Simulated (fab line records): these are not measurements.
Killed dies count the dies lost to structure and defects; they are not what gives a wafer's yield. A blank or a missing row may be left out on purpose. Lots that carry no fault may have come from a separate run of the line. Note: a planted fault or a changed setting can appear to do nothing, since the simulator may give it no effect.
Chamber matching    flow gf180mcu    4 sister chambers for GF_V3_ETCH_16 on rieDiel-02
The step etches BARC in N2/H2. 7 wafers are shown with their chamber, then 7 later ones without.

== EACH WAFER AND ITS CHAMBER ==
wafer   chamber  drypumpMotorCurrentA (A)  oesProductAu (a.u.)
L081.1  3        5.2                       0.853
L081.3  2        6.7                       0.862
L082.1  1        6.5                       0.851
L082.5  3        5.1                       0.854
L082.6  1        6.5                       0.850
L084.1  0        6.0                       0.854
L084.4  2        6.7                       0.858

== WAFERS WITH NO CHAMBER GIVEN ==
wafer   drypumpMotorCurrentA (A)  oesProductAu (a.u.)
L084.5  6.7                       0.860
L095.2  6.5                       0.856
L095.4  5.9                       0.850
L095.6  6.6                       0.853
L096.1  6.5                       0.859
L096.3  6.7                       0.859
L096.5  6.6                       0.858

== CHAMBER TAKEN BY EACH ==
wafer   from the rows above      in truth
L084.5  2                        2
L095.2  1                        1
L095.4  0                        0
L095.6  can't be placed: 1 or 2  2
L096.1  can't be placed: 1 or 2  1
L096.3  2                        2
L096.5  2                        2
Correct placement for 5 of the 7. Not placeable from these rows: 2 (in 2, the candidates include the true chamber). 0 placed wrongly.
How it was worked out, from the rows above alone: a wafer's distance from a chamber is the root of the sum, over the readings, of the square of ((its reading less the chamber's mean) divided by the reading's scatter). The wafer belongs to the nearest chamber; if the next one is less than 2 further off, it can't be placed. The mean given for a chamber averages the wafers shown for that chamber. The scatter is the square root of a quotient: the sum, over the shown wafers, of each reading's squared deviation from its chamber's mean, divided by wafers minus chambers.
